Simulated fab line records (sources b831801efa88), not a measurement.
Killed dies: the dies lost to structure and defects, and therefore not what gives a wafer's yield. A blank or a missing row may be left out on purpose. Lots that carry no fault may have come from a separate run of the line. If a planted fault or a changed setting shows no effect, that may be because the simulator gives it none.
Struck lot and sound lot, side by side ; flow sky130 ; 16 out of 708 route steps
Sound: the wafers L326.2, L326.3, L326.6. Wafers struck: L329.1, L329.2, L329.5. The cause is named last.
Each step with rows lists, per side, the tool, then ch with its chambers, then its first start. Under that, the readings that differ: sound wafers ; struck wafers ; difference of the means ; sigmas: that difference in standard deviations of wafers without a fault.
alike: words and numbers the same on both sides, and readings whose means are apart by under 2 such deviations; not compared: readings that were withheld, readings missing a value for some wafer, numbers with overlapping values and no deviation given by the record, and bounds like >300 which may hide the same value.
The two part at a step that has a row with sigmas, a row that says differs or no value, or rows on one side only. When numbers do not overlap yet have no deviation, they are printed without sigmas and do not part them. Lack of a reading on every wafer of one side parts them only where that side has two or more wafers.

SKY_NWELL_RS_MEAS_29: uses a four-point probe to measure.
  sound: filmMetro-03 at day 6 02:32; struck: filmMetro-02 at day 7 00:11
  alike: NWELL_RS
SKY_NWELL_RS_MEAS_31: uses a four-point probe to measure.
  sound: filmMetro-03 at day 6 02:47; struck: filmMetro-02 at day 7 00:25
  alike: PWDE_RS
then, 7 steps without rows for these wafers: SKY_VT_ADJUST_HVTP_DEHYDRATE_00 (time 60 s); SKY_VT_ADJUST_HVTP_HMDS_01 (prime time 60 s); SKY_VT_ADJUST_HVTP_COAT_02 (resist thk 1140 nm); SKY_VT_ADJUST_HVTP_SOFTBAKE_03 (time 60 s); SKY_VT_ADJUST_HVTP_EXPOSE_04 (exposes mask HVTPM, target cd 380 nm); SKY_VT_ADJUST_HVTP_PEB_05; SKY_VT_ADJUST_HVTP_DEVELOP_06 (develop time 60 s).
SKY_VT_ADJUST_HVTP_CD_MEAS_07: target cd 380 nm.
  sound: cdSem-02 at day 6 20:55; struck: cdSem-01 at day 7 18:41
  alike: cdNm
SKY_VT_ADJUST_HVTP_OVL_MEAS_08:
  sound: overlay-02 at day 6 21:01; struck: overlay-01 at day 7 18:48
  alike: VT_ADJUST_HVTP_OVL
SKY_VT_ADJUST_HVTP_IMPLANT_09:
  sound on implanter-03 ch 0, day 6 21:09; struck on implanter-03 ch 0, day 7 18:50
reading;sound;struck;difference;sigmas
beamEnergyKeV;149.93 149.95 149.94;136.86 136.85 136.83;-13.09;-99 or more
model.implant.rpNm (nm);81.99 81.99 81.99;79.95 79.95 79.95;-2.04;
model.implant.drpNm (nm);33.4 33.4 33.4;31.04 31.04 31.04;-2.36;
SKY_VT_ADJUST_HVTP_STRIP_10: strips in O2/N2.
  sound on plasmaAsher-02 ch 0,1, day 6 21:16; struck on plasmaAsher-04 ch 0,1, day 7 18:59
  alike: drypumpMotorCurrentA, oesProductAu, stripTimeToEndpointS
  not compared: rfHoursCounterH
SKY_VT_ADJUST_HVTP_TW_MEAS_11:
  sound: filmMetro-04 at day 6 21:23; struck: filmMetro-01 at day 7 19:05
reading;sound;struck;difference;sigmas
VT_ADJUST_HVTP_TW;1356 1363 1359;1321 1322 1324;-37;-5
then, 1 step without rows for these wafers: SKY_VT_ADJUST_LVTN_DEHYDRATE_00 (time 60 s).
-- here the record skips 39 days between the struck wafers' starts before and after, leaving off in module VT_ADJUST_LVTN and picking up in module PAD_OPEN (first step shown: number 708 of the route) --
SKY_PAD_OPEN_PROBE_99:
  the record has rows for the struck wafers here (prober-02, day 47 05:42) and none for the sound ones

== WHERE THEY PART ==
Earliest at SKY_VT_ADJUST_HVTP_IMPLANT_09; latest, in this record, at SKY_PAD_OPEN_PROBE_99.

WHY: whatever the simulator had introduced
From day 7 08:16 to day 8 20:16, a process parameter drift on implanter-03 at SKY_VT_ADJUST_HVTP_IMPLANT_09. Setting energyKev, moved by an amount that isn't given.
